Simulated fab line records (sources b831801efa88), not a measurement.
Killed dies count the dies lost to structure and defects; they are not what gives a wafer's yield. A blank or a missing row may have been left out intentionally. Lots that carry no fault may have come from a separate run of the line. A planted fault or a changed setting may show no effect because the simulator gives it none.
The same fault as seen by 2 desks | flow sfq line | each desk has only its own numbers; what lay behind them comes last

## METROLOGY DESK
What the gauges read for every lot (on any tool): the sampled wafers with a number, averaged. Marked OUT: a lot whose mean sits more than 4 standard deviations from the usual mean, which makes it out of limits; the brackets give that distance.
Columns: A = M2_NB_RS at SFQ_M2_RS_MEAS_914, usual 0.887 ohm/sq; B = M2_OVL at SFQ_M2_OVL_MEAS_916, usual -3 nm
lot  | first seen here | A     | B
L947 | day 25 15:13    | 0.877 | -7
L950 | day 26 22:34    | 0.884 | 7
L953 | day 27 20:50    | 0.888 | -4
L954 | day 28 08:13    | 0.881 | -4
L956 | day 29 04:31    | 0.883 | 0
L965 | day 34 07:00    | 0.875 | 1
L966 | day 34 08:12    | 0.896 | -9
Result from this desk: across the 7 lots, nothing is out of limits.

## TOOL OWNER'S DESK, rie metal-02
The tool's own readings at SFQ_TRILAYER_M2_BARC_OPEN_METAL_ETCH_077 (etches BARC in O2, target depth 125 nm, time 41.7 s): means of the sampled wafers that have a number, for each lot that ran on this tool. Marked OUT: a lot whose mean sits more than 4 standard deviations from the usual mean, which makes it out of limits; the brackets give that distance.
Columns: A = drypump motor current A at SFQ_TRILAYER_M2_BARC_OPEN_METAL_ETCH_077, usual 5.63 A; B = oes product au at SFQ_TRILAYER_M2_BARC_OPEN_METAL_ETCH_077, usual 0.685 a.u.; C = run length s at SFQ_TRILAYER_M2_BARC_OPEN_METAL_ETCH_077, usual 70.0 s
lot  | first seen here | A    | B                | C
L950 | day 33 11:11    | 5.88 | 0.682            | 70.4
L953 | day 34 09:55    | 5.73 | 0.715 (+5.9) OUT | 68.2 (-4.1) OUT
L954 | day 34 21:55    | 5.88 | 0.732 (+9.1) OUT | 66.8 (-7.1) OUT
L956 | day 35 15:56    | 5.75 | 0.736 (+9.9) OUT | 67.0 (-6.6) OUT
L965 | day 39 22:17    | 5.89 | 0.679            | 69.9
Finding of this desk: L953, L954, L956 out of limits; the first was L953 at day 34 09:55, on oes product au at SFQ_TRILAYER_M2_BARC_OPEN_METAL_ETCH_077. L950, L965: within limits.

## ALL TOGETHER
The tool owner's desk had the chance to raise an alarm at day 34 09:55 on L953, L954, L956.
The metrology desk saw nothing out of limits.
The metrology desk has L953, L954, L956 on record, within its limits.
On rie metal-02, each named lot ran SFQ_TRILAYER_M2_BARC_OPEN_METAL_ETCH_077.

## WHAT THE SIMULATOR HAD PUT IN
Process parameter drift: rie metal-02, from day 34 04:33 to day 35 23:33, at SFQ_TRILAYER_M2_BARC_OPEN_METAL_ETCH_077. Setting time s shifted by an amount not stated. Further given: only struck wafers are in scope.
Lots struck among those shown: L953, L954, L956.
Time in hours from fault onset to the first out-of-limits reading at each desk: the tool owner's desk, 5.
